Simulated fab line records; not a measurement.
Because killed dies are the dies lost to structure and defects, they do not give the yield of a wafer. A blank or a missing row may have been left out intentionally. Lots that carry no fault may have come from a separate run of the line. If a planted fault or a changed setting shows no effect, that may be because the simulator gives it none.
fab line records    flow sfq_line    part 2 of 2: steps 28 to 39 of 39
record lots=5  wafers=15  last_day=92
route steps=325 shown M5@208 A5B@209 R5@212 I5@228 C5@240
lots that met no fault: taken from a fault-free run of the same line
start_h: hours from the record's opening day to when the first of the lot's shown wafers began    wait_h: hours elapsed since this lot's preceding step    " repeats the value in the row above    L1.1+2: several wafers, shown together as one row    - no value, or no start was given    * or withheld: withheld    < > ~ a bound
route shown NAME@n: names a module that has steps shown in the file, with the first one's number in the route    usual: the fault-free wafers' mean and standard deviation    same: alike in all rows    chamber/n: place in a boat    sites: each site's reading    _std_site: the standard deviation of these    _edge_site: the outer-site mean with the inner-site mean subtracted    radius_mm: how far each site lies from the wafer's centre    mask NAME#n: copy n    behind: the last tool/chamber to shape the wafer    hold: why the lot was held/for how many hours/how that ended    device: which transistor (n, p or np) failed to switch    end of line: tests of these same wafers at the route's end    a step given without rows: its recipe and nothing more    killed: dies lost to structure and defects at the first sort, not the wafer's yield    map: shows each die of a wafer: x if killed, . if not, _ if none is there
set.NAME: the run value of the setting; set.NAME@STEP: its run value at that earlier step    model.NAME: the simulator's own value behind a step, which no gauge read
certain route steps with their lots: each step a table, each wafer a row
services: the hour from which a tool's chamber was out of use, counted from the record's first day as start_h (under 0 if before that day), plus the number of hours and why
## steps
# step SFQ_I5_OVL_MEAS_936
# usual I5_OVL=0/5.8
lot.wafer  tool        chamber  start_h  wait_h  I5_OVL[nm]
L079.1     overlay-02  -        1574.99  0.1     -7
L079.2     "           -        "        "       -9
L079.3     "           -        "        "       3
L080.3     overlay-02  -        1576.53  0.1     -4
L080.5     "           -        "        "       -8
L080.6     "           -        "        "       -7
L081.1     overlay-01  -        1578.92  0.1     -3
L081.4     "           -        "        "       -10
L081.5     "           -        "        "       3
L087.1     overlay-01  -        1592.12  0.1     -3
L087.2     "           -        "        "       -13
L087.6     "           -        "        "       -5
L097.1     overlay-01  -        1843.99  0.1     3
L097.4     "           -        "        "       1
L097.6     "           -        "        "       1
# step SFQ_TRILAYER_I5_BARC_OPEN_VIA_ETCH_200
# recipe mask_material=PR  chemistry=O2  target_depth_nm=125  target=BARC  source_w=500  bias_w=80  pressure_mtorr=30  time_s=41.7
# usual drypump_motor_current_A=5.7/0.36  oes_product_au=0.685/0.005
lot.wafer  tool         chamber  start_h  wait_h  drypump_motor_current_A  oes_product_au  rf_hours_counter_h
L079.1     rie_diel-02  1        1575.03  0.0     5.6                      0.687           11
L079.2     "            2        "        "       6.1                      0.678           11
L079.3     "            3        "        "       5.6                      0.692           3
L080.3     rie_diel-04  3        1576.56  0.0     5.6                      0.682           16
L080.5     "            3        "        "       5.6                      0.692           -
L080.6     "            1        "        "       5.3                      0.679           -
L081.1     rie_diel-01  1        1578.96  0.0     5.4                      0.684           16
L081.4     "            0        "        "       5.6                      0.687           18
L081.5     "            1        "        "       5.4                      0.686           -
L087.1     rie_diel-04  3        1592.16  0.0     5.6                      0.694           17
L087.2     "            1        "        "       5.3                      0.682           16
L087.6     "            3        "        "       5.6                      0.682           -
L097.1     rie_diel-04  3        1844.03  0.0     5.6                      0.689           1
L097.4     "            0        "        "       5.9                      0.687           -
L097.6     "            3        "        "       5.6                      0.697           -
# step SFQ_TRILAYER_I5_ETCH_VIA_ETCH_147
# recipe stop_on=Nb  mask_material=PR  chemistry=CHF3  target_depth_nm=360  source_w=500  bias_w=80  pressure_mtorr=30  time_s=withheld
# usual drypump_motor_current_A=5.7/0.35  oes_product_au=0.988/0.0064
lot.wafer  tool         chamber  start_h  wait_h  drypump_motor_current_A  oes_product_au
L079.1     rie_diel-02  1        1575.07  0.0     5.6                      0.989
L079.2     "            2        "        "       6.1                      0.989
L079.3     "            3        "        "       5.6                      0.989
L080.3     rie_diel-04  3        1576.60  0.0     5.6                      0.981
L080.5     "            3        "        "       5.6                      0.984
L080.6     "            1        "        "       5.3                      0.982
L081.1     rie_diel-01  1        1579.00  0.0     5.4                      0.994
L081.4     "            0        "        "       5.6                      0.999
L081.5     "            1        "        "       5.4                      0.994
L087.1     rie_diel-04  3        1592.20  0.0     5.6                      0.985
L087.2     "            1        "        "       5.3                      0.988
L087.6     "            3        "        "       5.6                      0.976
L097.1     rie_diel-04  3        1844.07  0.0     5.6                      0.978
L097.4     "            0        "        "       5.9                      0.990
L097.6     "            3        "        "       5.6                      0.985
# step SFQ_TRILAYER_I5_STRIP_STRIP_148
# recipe gas=O2  power_w=200  platen_temp_c=40  overash_fraction=0.65  chemistry=O2  pressure_mtorr=50
# usual drypump_motor_current_A=5.77/0.19  oes_product_au=1.001/0.0085
lot.wafer  tool          chamber  start_h  wait_h  drypump_motor_current_A  oes_product_au  rf_hours_counter_h
L079.1     rie_metal-01  0        1575.22  -       5.51                     1.009           81
L079.2     "             1        "        "       5.44                     0.997           59
L079.3     "             0        "        "       5.52                     1.010           -
L080.3     rie_metal-03  1        1576.95  -       5.77                     1.001           -
L080.5     "             1        "        "       5.76                     1.007           -
L080.6     "             0        "        "       5.91                     1.011           -
L081.1     rie_metal-03  0        1579.15  -       5.93                     1.011           65
L081.4     "             1        "        "       5.73                     0.999           -
L081.5     "             0        "        "       5.93                     1.018           -
L087.1     rie_metal-03  0        1592.35  -       5.93                     1.013           68
L087.2     "             1        "        "       5.73                     0.995           32
L087.6     "             0        "        "       5.92                     1.001           -
L097.1     rie_metal-01  0        1844.22  -       5.54                     1.015           122
L097.4     "             1        "        "       5.43                     0.994           -
L097.6     "             1        "        "       5.42                     1.004           -
# step SFQ_TRILAYER_I5_STRIP_SOLV_CLEAN_149
# recipe chemistry=NMP  temp_c=70  time_s=600
lot.wafer   tool          chamber  start_h  wait_h
L079.1+2+3  wet_bench-04  7,2,6    1575.82  0.4
L080.3+5+6  wet_bench-03  3,0,6    1577.35  0.2
L081.1+4+5  wet_bench-03  2,3,5    1579.75  0.4
L087.1+2+6  wet_bench-03  7,5,6    1592.95  0.4
L097.1+4+6  wet_bench-04  0,6,1    1844.82  0.4
# step SFQ_TRILAYER_C5_LITHO_COAT_156
# recipe resist=BARC  spin_rpm=3000  resist_thk_nm=62
# usual spin_speed_rpm=3000.2/1.9
lot.wafer  tool            chamber  start_h  wait_h  spin_speed_rpm
L079.1     litho_track-04  0        1576.01  0.0     3000.4
L079.2     "               0        "        "       3002.2
L079.3     "               0        "        "       2998.2
L080.3     litho_track-01  0        1577.62  0.1     2999.5
L080.5     "               0        "        "       3001.1
L080.6     "               0        "        "       3001.5
L081.1     litho_track-04  0        1579.92  0.0     3000.0
L081.4     "               0        "        "       3001.4
L081.5     "               0        "        "       3000.5
L087.1     litho_track-04  0        1593.12  0.0     3002.4
L087.2     "               0        "        "       3003.5
L087.6     "               0        "        "       2998.3
L097.1     litho_track-02  0        1844.99  0.0     2999.4
L097.4     "               0        "        "       3000.5
L097.6     "               0        "        "       2999.5
# step SFQ_TRILAYER_C5_LITHO_COAT_151
# recipe resist=KrF  spin_rpm=3000  resist_thk_nm=650
# usual spin_speed_rpm=3000.2/2
lot.wafer  tool            chamber  start_h  wait_h  spin_speed_rpm
L079.1     litho_track-04  0        1576.31  0.2     2996.8
L079.2     "               0        "        "       2998.0
L079.3     "               0        "        "       2994.5
L080.3     litho_track-01  0        1577.92  0.2     2999.8
L080.5     "               0        "        "       2998.5
L080.6     "               0        "        "       2999.7
L081.1     litho_track-04  0        1580.22  0.2     2999.4
L081.4     "               0        "        "       3002.0
L081.5     "               0        "        "       2999.7
L087.1     litho_track-04  0        1593.42  0.2     2998.4
L087.2     "               0        "        "       3000.6
L087.6     "               0        "        "       2999.0
L097.1     litho_track-02  0        1845.29  0.2     3001.2
L097.4     "               0        "        "       3000.8
L097.6     "               0        "        "       3001.6
# step SFQ_TRILAYER_C5_LITHO_SOFTBAKE_155
# recipe temp_c=withheld  time_s=withheld  resist=KrF
lot.wafer   tool            chamber  start_h  wait_h
L079.1+2+3  litho_track-04  0        1576.61  0.2
L080.3+5+6  litho_track-01  0        1578.17  0.2
L081.1+4+5  litho_track-04  0        1580.52  0.2
L087.1+2+6  litho_track-04  0        1593.72  0.2
L097.1+4+6  litho_track-02  0        1845.59  0.2
# step SFQ_TRILAYER_C5_LITHO_EXPOSE_152
# recipe mask_id=C5  na=0.6  source_shape=conventional  sigma_outer=0.65  target_cd_nm=500  dose_mj=21.3
lot.wafer   tool            chamber  start_h  wait_h  mask
L079.1+2+3  krf_scanner-01  0        1691.81  -       C5#0
L080.3+5+6  krf_scanner-01  0        1694.61  -       C5#0
L081.1+4+5  krf_scanner-01  0        1696.61  -       C5#0
L087.1+2+6  krf_scanner-02  0        1709.93  -       C5#0
L097.1+4+6  krf_scanner-01  0        1845.74  -       C5#0
# step SFQ_TRILAYER_C5_LITHO_PEB_154
# recipe peb_temp_c=115  peb_time_s=60  resist=KrF
# same peb_time_s=60
lot.wafer   tool            chamber  start_h  wait_h
L079.1+2+3  litho_track-01  0        1693.01  1.0
L080.3+5+6  litho_track-02  0        1695.46  0.7
L081.1+4+5  litho_track-02  0        1697.81  1.0
L087.1+2+6  litho_track-01  0        1711.13  1.0
L097.1+4+6  litho_track-02  0        1846.94  1.0
# step SFQ_TRILAYER_C5_LITHO_DEVELOP_153
# recipe time_s=60  resist=KrF
lot.wafer   tool            chamber  start_h  wait_h
L079.1+2+3  litho_track-01  0        1693.16  0.1
L080.3+5+6  litho_track-02  0        1695.61  0.1
L081.1+4+5  litho_track-02  0        1697.96  0.1
L087.1+2+6  litho_track-01  0        1711.28  0.1
L097.1+4+6  litho_track-02  0        1847.09  0.1
# step SFQ_C5_OVL_MEAS_937
# usual C5_OVL=-3/4.8
lot.wafer  tool        chamber  start_h  wait_h  C5_OVL[nm]
L079.1     overlay-02  -        1693.31  0.1     -5
L079.2     "           -        "        "       -2
L079.3     "           -        "        "       0
L080.3     overlay-02  -        1695.72  0.1     -7
L080.5     "           -        "        "       -9
L080.6     "           -        "        "       -6
L081.1     overlay-02  -        1698.11  0.1     -5
L081.4     "           -        "        "       2
L081.5     "           -        "        "       0
L087.1     overlay-02  -        1711.43  0.1     -10
L087.2     "           -        "        "       -7
L087.6     "           -        "        "       -4
L097.1     overlay-02  -        1847.24  0.1     4
L097.4     "           -        "        "       1
L097.6     "           -        "        "       -7
## services
tool            chamber  start_h  hours  kind
krf_scanner-02  -        1426.69  0.8    pm
pecvd-04        -        1434.15  5.5    pm
krf_scanner-01  -        1445.35  0.8    pm
krf_scanner-01  -        1450.11  0.8    repair
krf_scanner-02  -        1509.63  1.0    pm
krf_scanner-02  -        1514.23  1.3    pm
krf_scanner-01  -        1533.29  1.0    pm
krf_scanner-01  -        1553.74  5.4    repair
pvd_sputter-04  -        1556.90  1.9    repair
krf_scanner-01  -        1572.19  1.3    pm
krf_scanner-02  -        1595.82  0.8    pm
pvd_sputter-04  -        1610.57  8.6    repair
krf_scanner-01  -        1613.94  0.8    pm
krf_scanner-01  -        1619.44  3.6    pm
rie_metal-03    -        1633.16  1.1    repair
pvd_sputter-04  -        1666.96  0.6    repair
rie_metal-03    -        1668.01  2.4    repair
krf_scanner-01  -        1670.63  4.4    pm
rie_metal-03    -        1672.82  28.1   pm
krf_scanner-01  -        1702.61  1.0    pm
rie_metal-03    -        1716.63  1.1    repair
krf_scanner-01  -        1748.09  1.3    pm
krf_scanner-01  -        1783.26  0.8    pm
krf_scanner-01  -        1826.96  3.3    repair
